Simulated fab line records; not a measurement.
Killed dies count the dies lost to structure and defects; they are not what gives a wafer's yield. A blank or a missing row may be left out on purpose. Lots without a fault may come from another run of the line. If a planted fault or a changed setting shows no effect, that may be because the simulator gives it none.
Chamber matching :: flow sfq_line :: rie_diel-04 running SFQ_TRILAYER_L0_VIA_ETCH_VIA_ETCH_016: 4 sister chambers
The step etches SiO2 in CHF3, stops on MoNx KI, target depth 80 nm. 4 wafers are shown with their chamber, then 7 later ones without.

## EACH WAFER AND ITS CHAMBER
wafer: L962.2
chamber: 0
oes_product_au (a.u.): 0.850

wafer: L969.3
chamber: 1
oes_product_au (a.u.): 0.846

wafer: L971.1
chamber: 2
oes_product_au (a.u.): 0.837

wafer: L971.5
chamber: 3
oes_product_au (a.u.): 0.858

## WAFERS MISSING THEIR CHAMBER
wafer: L971.6
oes_product_au (a.u.): 0.847

wafer: L973.2
oes_product_au (a.u.): 0.857

wafer: L973.3
oes_product_au (a.u.): 0.851

wafer: L973.4
oes_product_au (a.u.): 0.855

wafer: L979.2
oes_product_au (a.u.): 0.844

wafer: L979.3
oes_product_au (a.u.): 0.829

wafer: L979.4
oes_product_au (a.u.): 0.840

## EACH ONE'S CHAMBER
wafer: L971.6
from the rows above: can't be placed: 1 or 0
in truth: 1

wafer: L973.2
from the rows above: can't be placed: 3 or 0
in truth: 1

wafer: L973.3
from the rows above: can't be placed: 0 or 1 or 3
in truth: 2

wafer: L973.4
from the rows above: can't be placed: 3 or 0 or 1
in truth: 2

wafer: L979.2
from the rows above: can't be placed: 1 or 0 or 2
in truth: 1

wafer: L979.3
from the rows above: 2
in truth: 2

wafer: L979.4
from the rows above: can't be placed: 2 or 1 or 0
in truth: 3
Correct placement for 1 of the 7. Unplaceable from these rows: 6, with the true chamber sitting among the candidates in 2. 0 placed wrongly.
How it was worked out, from the rows above alone: a wafer's distance from a chamber is the root of the sum, over the readings, of the square of ((its reading less the chamber's mean) divided by the reading's scatter). The wafer belongs to the nearest chamber; if the next one is less than 2 further off, it can't be placed. Each chamber's mean is taken over the wafers shown for it. The scatter: with one shown wafer a chamber, the root of the mean of the squares of how far each hidden wafer lies from its nearest shown one.
